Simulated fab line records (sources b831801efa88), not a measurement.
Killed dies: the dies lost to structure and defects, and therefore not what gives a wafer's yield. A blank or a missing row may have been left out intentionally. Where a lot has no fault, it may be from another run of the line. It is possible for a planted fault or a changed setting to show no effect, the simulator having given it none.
A lot that was struck, set against a sound lot	flow gf180mcu	14 steps out of a route of 602
Sound: the wafers L376.1, L376.3, L376.4. Wafers struck: L382.2, L382.3, L382.5. The cause is named last.
For every step that has rows: the tool of each side, followed by ch and its chambers, followed by its first start. Under that, the readings that differ: sound wafers	struck wafers	difference of the means	sigmas: that difference in standard deviations of wafers without a fault.
alike: a reading whose means differ by less than 2 such deviations, as well as words and numbers matching on both sides. not compared: withheld readings; readings where some wafer has no value; bounds like >300 that might hide an equal value; numbers whose values overlap and for which the record gives no deviation.
The two part at a step that has a row with sigmas, a row that says differs or no value, or rows on one side only. When numbers do not overlap yet have no deviation, they are printed without sigmas and do not part them. A reading that every wafer of one side lacks parts them only if that side has two wafers or more.

first, 1 step without rows for these wafers: GF_PSD_CLEAN_12 (cleans in SC1/SC2, time 150 s).
GF_PSD_RTA_13: time 20 s.
  sound on rtp_anneal-01 ch 0, day 17 15:11; struck on rtp_anneal-01 ch 0, day 19 14:46
  alike: lamp_power_pct, wafer_temp_C_max
GF_PSD_RS_MEAS_14: the measuring method here is four-point-probe.
  sound: film_metro-02 at day 17 15:17; struck: film_metro-02 at day 19 14:51
  alike: NSD_RS
GF_PSD_RS_MEAS_15: the measuring method here is four-point-probe.
  sound: film_metro-02 at day 17 15:24; struck: film_metro-02 at day 19 14:58
  alike: PSD_RS
GF_SAB_CVD_00: deposits SiO2 from TEOS, target thk 50 nm, time 4.9302 s.
  sound on pecvd-04 ch 1,2, day 17 15:31; struck on pecvd-04 ch 0,2, day 19 15:04
  alike: heater_power_w, susceptor_temp_C
  not compared: since_wet_clean_h
GF_SAB_THK_MEAS_01:
  sound: film_metro-03 at day 17 15:32; struck: film_metro-03 at day 19 15:06
  alike: SAB_CVD_00_THK
then, 6 steps without rows for these wafers: GF_SAB_DEHYDRATE_02 (time 60 s); GF_SAB_HMDS_03 (prime time 60 s); GF_SAB_COAT_04 (resist thk 1000 nm); GF_SAB_SOFTBAKE_05 (time 60 s); GF_SAB_EXPOSE_06 (exposes mask SAB, target cd 420 nm); GF_SAB_PEB_07.
GF_SAB_DEVELOP_08: develop time 60 s.
  struck on litho_track-01, day 20 15:01; sound on litho_track-01 ch 0, day 18 14:47
  no value came back on the struck wafers for chill_plate_temp_C (C), develop_time_s (s); on the sound wafers chill_plate_temp_C (C) reads 22.99 22.90 23.07
GF_SAB_CD_MEAS_09: target cd 420 nm.
  sound: cd_sem-02 at day 18 14:56; struck: cd_sem-01 at day 20 15:10
reading	sound	struck	difference	sigmas
cd_nm (nm)	418.5 417.3 416.3	- - -	no value on the struck wafers	

## WHERE THEY PART
Earliest at GF_SAB_DEVELOP_08; latest, in this record, at GF_SAB_CD_MEAS_09.

WHY: what the simulator had put in
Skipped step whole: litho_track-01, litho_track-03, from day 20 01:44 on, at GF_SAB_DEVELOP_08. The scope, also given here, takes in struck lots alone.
